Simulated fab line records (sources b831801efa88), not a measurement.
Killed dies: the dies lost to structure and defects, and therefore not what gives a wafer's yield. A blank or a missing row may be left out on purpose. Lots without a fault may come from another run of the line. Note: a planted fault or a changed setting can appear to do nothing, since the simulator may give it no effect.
8D (eight disciplines) problem report, filled in by code / flow sky130 / the parts of the form that need people (team, actions taken, sign-off) are left out

== 1. PROBLEM STATEMENT ==
spin-speed-rpm at SKY_CONTACT_COAT_08 reads a mean of 2951.4 rpm on 9 wafers of 3 lots; wafers without a fault read 2999.9 rpm with a standard deviation of 2.3. That puts it -21 standard deviations away from the usual mean.
The step: resist thk 60 nm.
First observed at day 36 00:30: wafer L467.2, on litho-track-01. At this step, 21 wafers from 7 lots have a number in the record. Rule for "out", or "out of limits": more than 4 standard deviations from the usual mean. All remaining wafers that have a number are taken as sound.

== 2. WHAT THIS IS AND IS NOT ==
question=which readings at this step | is=spin-speed-rpm | is not=-
question=which lots | is=L467, L470, L471 | is not=L462, L465, L466, L476
question=which wafers of those lots | is=all that have a number | is not=-
question=read on which tools | is=litho-track-01 | is not=litho-track-03, litho-track-04
question=when | is=from day 36 00:30 | is not=up to then (9 sound wafers); but 3 sound wafers of L476 came after

== 3. SUSPECTS, AND WHAT RULES EACH OUT ==
Counting: any tool at a process step up to the reading is kept as a suspect provided that every lot that is out went through it and no sound lot did after the first of them.
- litho-track-01 at SKY_CONTACT_COAT_08 (resist thk 60 nm): kept. All lots that are out passed through it, beginning with L467 at day 36 00:30, and no sound lot followed; its final sound lot before that point was L465 at day 35 05:57. Its own spin-speed-rpm readings are out on those wafers.
Left after counting: litho-track-01 at SKY_CONTACT_COAT_08.

== 4. THE CAUSE (what the simulator had put in) ==
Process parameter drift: litho-track-01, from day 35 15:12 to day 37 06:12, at SKY_CONTACT_COAT_08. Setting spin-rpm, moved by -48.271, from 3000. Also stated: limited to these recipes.
This tool alone remained once counting was done.

== 5. THE EFFECT CHAIN, in route order ==
Rows list readings where the struck wafers' mean (over those with a number) sits beyond 3 standard deviations from the usual. Readings are gone through only where the record gives a usual standard deviation; hours: the median, over the lots, of the time from a lot's start at the first step in this table giving one to that lot's start at this step; sigmas: the change measured in usual standard deviations.
hours=0; step=SKY_CONTACT_COAT_08; reading=spin-speed-rpm; usual=2999.9 rpm; on struck wafers=2951.4; change=-48.5; sigmas=-21
It contains these process steps:
- SKY_CONTACT_COAT_08: resist thk 60 nm.
Later measuring or inspecting steps at which every struck wafer that the step has a row for has a number for every such reading, and none has moved that far: SKY_CONTACT_CD_MEAS_14, SKY_CONTACT_OVL_MEAS_15.

== 6. WHAT WOULD HAVE CAUGHT IT SOONER ==
In this record the first reading out of limits was taken at day 36 00:30, 9 hours after the fault began at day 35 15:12.
